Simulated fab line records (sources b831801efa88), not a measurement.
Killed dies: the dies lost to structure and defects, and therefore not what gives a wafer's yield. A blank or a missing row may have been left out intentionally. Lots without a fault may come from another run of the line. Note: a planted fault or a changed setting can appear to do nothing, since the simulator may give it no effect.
Matching of chambers ; flow sky130 ; SKY_FIELD_ISO_ETCH_17 on rie_si-02: 4 sister chambers
The step etches Si in HBr/Cl2/O2, target depth 342 nm, time 97.7 s. 8 wafers are shown with their chamber, then 7 later ones without.

## WAFERS WITH THEIR CHAMBER
wafer;chamber;drypump_motor_current_A (A);oes_product_au (a.u.)
L904.5;3;5.2;0.987
L906.1;1;5.8;1.001
L906.4;0;5.9;1.004
L906.6;1;5.8;1.004
L910.3;0;5.9;1.000
L910.5;2;6.3;1.006
L921.4;3;5.1;0.986
L921.5;2;6.3;1.006

## WAFERS WITH NO CHAMBER GIVEN
wafer;drypump_motor_current_A (A);oes_product_au (a.u.)
L921.6;5.9;1.000
L923.2;5.2;0.991
L923.3;5.9;0.985
L923.6;5.9;0.992
L926.2;5.9;0.993
L926.3;5.9;0.998
L926.5;5.9;0.997

## THE CHAMBER EACH PASSED THROUGH
wafer;from the rows above;in truth
L921.6;0;0
L923.2;3;3
L923.3;can't be placed: 0 or 1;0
L923.6;can't be placed: 0 or 1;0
L926.2;can't be placed: 0 or 1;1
L926.3;can't be placed: 0 or 1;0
L926.5;can't be placed: 0 or 1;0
Placed correctly: 2 of 7. From these rows, 5 cannot be placed; in 5 the true chamber is one of the candidates. Placed wrongly: 0.
How it was worked out, from the rows above alone: a wafer's distance from a chamber is the root of the sum, over the readings, of the square of ((its reading less the chamber's mean) divided by the reading's scatter). The wafer belongs to the nearest chamber; if the next one is less than 2 further off, it can't be placed. A chamber's mean is the mean of its shown wafers. The scatter: take each reading less its chamber's mean, square it, sum over the shown wafers, divide by the number of wafers less the number of chambers, and take the root.
